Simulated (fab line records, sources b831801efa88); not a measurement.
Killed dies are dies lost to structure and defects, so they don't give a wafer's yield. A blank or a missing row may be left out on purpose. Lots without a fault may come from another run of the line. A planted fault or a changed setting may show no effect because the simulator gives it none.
One fault seen from 2 desks | flow sky130 | each desk has only its own numbers; what lay behind them comes last

THE TOOL OWNER'S DESK: plasma_asher-03
The tool's own readings at SKY_RES_XHIGH_STRIP_08 (strips in O2/N2): means of the sampled wafers that have a number, for each lot that ran on this tool. A lot is out of limits, marked OUT, if its mean lies more than 4 standard deviations from the usual mean; the brackets give that distance.
Columns: A = chamber_pressure_mTorr at SKY_RES_XHIGH_STRIP_08, usual 1499.9 mTorr; B = drypump_motor_current_A at SKY_RES_XHIGH_STRIP_08, usual 5.5 A; C = o2_flow_sccm at SKY_RES_XHIGH_STRIP_08, usual 3001 sccm; D = oes_product_au at SKY_RES_XHIGH_STRIP_08, usual 0.711 a.u.; E = strip_time_to_endpoint_s at SKY_RES_XHIGH_STRIP_08, usual 14.25 s
lot  | first seen here | A      | B   | C    | D     | E
L331 | day 27 04:34    | 1501.3 | 5.3 | 3000 | 0.714 | 14.24
L332 | day 27 10:43    | 1499.8 | 5.5 | 3002 | 0.707 | 14.20
L333 | day 28 07:13    | 1499.6 | 5.1 | 3016 | 0.710 | 14.25
L335 | day 28 18:59    | 1498.4 | 5.5 | 2993 | 0.711 | 14.21
L336 | day 29 08:01    | 1500.0 | 5.3 | 3007 | 0.713 | 14.29
This desk's finding: nothing out of limits on any of the 5 lots.

THE METROLOGY DESK
What the gauges read, lot by lot, whatever tool the lot ran on: means of the sampled wafers that have a number. A lot is out of limits, marked OUT, if its mean lies more than 4 standard deviations from the usual mean; the brackets give that distance.
Columns: A = LDD_LDN_OVL at SKY_LDD_LDN_OVL_MEAS_07, usual 1.0 nm; B = SD_P_OVL at SKY_SD_P_OVL_MEAS_08, usual -0.4 nm; C = SD_N_TW at SKY_SD_N_TW_MEAS_12, usual 3945
lot  | first seen here | A    | B    | C
L329 | day 22 10:17    | 0.5  | -1.9 | 3838
L330 | day 23 02:32    | 0.4  | -0.2 | 3979
L331 | day 23 09:13    | 1.1  | -0.2 | 3969
L332 | day 23 15:32    | 1.1  | -0.2 | 3865
L333 | day 24 11:25    | 1.6  | -0.5 | 3964
L334 | day 24 22:01    | 1.3  | -0.5 | 4010
L335 | day 25 00:38    | -0.3 | -1.2 | 4018
L336 | day 25 15:55    | -0.5 | 1.5  | 3866
L340 | day 26 18:31    | -0.3 | -0.9 | 3862
L339 | day 26 21:44    | 1.4  | 1.0  | 4009
L341 | day 27 06:10    | -0.8 | -1.6 | 29 (-58) OUT
L342 | day 27 19:31    | 0.4  | 0.2  | 29 (-58) OUT
L343 | day 27 23:47    | -0.5 | -0.3 | 3994
L351 | day 31 03:41    | 2.6  | -1.3 | 3994
This desk's finding: out of limits on L341, L342; first on L341, day 32 02:53 (SD_N_TW at SKY_SD_N_TW_MEAS_12). In limits: L329, L330, L331, L332, L333, L334, L335, L336, L340, L339, L343, L351.

PUT TOGETHER
The metrology desk could have raised an alarm at day 32 02:53, on L341, L342.
The tool owner's desk saw nothing out of limits.
The tool owner's desk has no number on record for L341, L342.
Of the lots named, all ran SKY_RES_XHIGH_STRIP_08 on plasma_asher-03.

WHAT THE SIMULATOR HAD PUT IN
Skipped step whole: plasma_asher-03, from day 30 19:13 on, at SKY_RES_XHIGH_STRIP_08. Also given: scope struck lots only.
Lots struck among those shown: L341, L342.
Hours from the fault's start to each desk's first reading out of limits: the metrology desk, 32.
